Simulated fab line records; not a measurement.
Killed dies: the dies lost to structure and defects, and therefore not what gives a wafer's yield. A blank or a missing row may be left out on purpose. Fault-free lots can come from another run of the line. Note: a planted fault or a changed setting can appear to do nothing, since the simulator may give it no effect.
Problem report in the 8D (eight disciplines) form, filled by code | flow gf180mcu | the parts of the form that need people (team, actions taken, sign-off) are left out

== 1. PROBLEM STATEMENT ==
GF_M3_SPUTTER_01, chamber pressure pa: mean 0.2798 Pa over 1 wafer from 1 lot; wafers with no fault: 0.3999 Pa, standard deviation 0.00077. So: -99 or more standard deviations from the usual mean.
The step: material TiN, target thk 30 nm, time 25 s.
Seen first at day 26 17:26 on pvd sputter-03, wafer L637.1. The record holds 15 wafers of 5 lots with a number at this step. By rule, "out" or "out of limits" means more than 4 standard deviations away from the usual mean. The other wafers with a number count as sound.

== 2. WHAT IT IS; WHAT IT IS NOT ==
question                    | is                                      | is not
which readings at this step | chamber pressure pa, throttle valve pct | -
which lots                  | L637                                    | L625, L626, L635, L642
which wafers of those lots  | L637.1                                  | L637.2, L637.4
read on which tools         | pvd sputter-03                          | pvd sputter-01, pvd sputter-02
when                        | from day 26 17:26                       | up to then (11 sound wafers); but 3 sound wafers of L642 came after

== 3. SUSPECTS, AND WHAT RULES EACH OUT ==
Counting: if a tool at a process step up to the reading ran every lot that is out, it stays a suspect. Sound lots after the first of them don't rule it out here, since some wafers of a struck lot are sound.
- plasma asher-02 at GF_V2_STRIP_18 (strips in O2/N2): kept. The lot that is out, L637, ran on it at day 26 16:05; the last sound lot it ran before that was L626, at day 23 01:01.
- pvd sputter-01 at GF_V2_SPUTTER_21 (material Ti, target thk 15 nm, time 80.02 s): kept. The lot that is out, L637, ran on it at day 26 16:38; the last sound lot it ran before that was L626, at day 23 01:53.
- pvd sputter-01 at GF_V2_SPUTTER_22 (material TiN, target thk 10 nm, time 40 s): kept. The lot that is out, L637, ran on it at day 26 16:41; the last sound lot it ran before that was L626, at day 23 01:57.
- cvd w-02 at GF_V2_CVD_23 (deposits W, target thk 350 nm, time 104.94 s): kept. The lot that is out, L637, ran on it at day 26 16:44; the last sound lot it ran before that was L635, at day 25 21:44.
- pvd sputter-03 at GF_M3_SPUTTER_01 (material TiN, target thk 30 nm, time 25 s): kept. The lot that is out, L637, ran on it at day 26 17:26; the last sound lot it ran before that was L626, at day 23 02:41. Out on those wafers are its own readings of chamber pressure pa, throttle valve pct.
- At GF_V2_CVD_23 on cvd w-02, chamber 0 took the sound wafers of the same lots and chamber 1 took the wafers that are out.
Left after counting: plasma asher-02 at GF_V2_STRIP_18, pvd sputter-01 at GF_V2_SPUTTER_21, pvd sputter-01 at GF_V2_SPUTTER_22, cvd w-02 at GF_V2_CVD_23, pvd sputter-03 at GF_M3_SPUTTER_01.

== 4. THE CAUSE (what the simulator had put in) ==
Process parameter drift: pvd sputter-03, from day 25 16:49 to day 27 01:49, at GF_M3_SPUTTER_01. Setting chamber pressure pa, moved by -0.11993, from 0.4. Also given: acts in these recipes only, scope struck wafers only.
Counting leaves 5 suspects; this tool is one of them.

== 5. THE CHAIN OF EFFECTS, in route order ==
Each row: a reading whose mean over the struck wafers that have a number lies more than 3 standard deviations from the usual. Only readings for which the record gives a usual standard deviation are gone through. hours: the time from each lot's start at the first step in this table that gives one to its start at this step, as a median over the lots. sigmas: the change in usual standard deviations.
hours | step             | reading             | usual     | on struck wafers | change  | sigmas
0     | GF_M3_SPUTTER_01 | chamber pressure pa | 0.3999 Pa | 0.2798           | -0.1201 | -99 or more
0     | GF_M3_SPUTTER_01 | throttle valve pct  | 30.2 %    | 36.2             | +6.0    | +5.5
Here are the process steps it includes:
- GF_M3_SPUTTER_01: material TiN, target thk 30 nm, time 25 s.

== 6. HOW IT WOULD HAVE BEEN CAUGHT EARLIER ==
In this record the first reading out of limits was taken at day 26 17:26, 25 hours after the fault began at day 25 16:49.
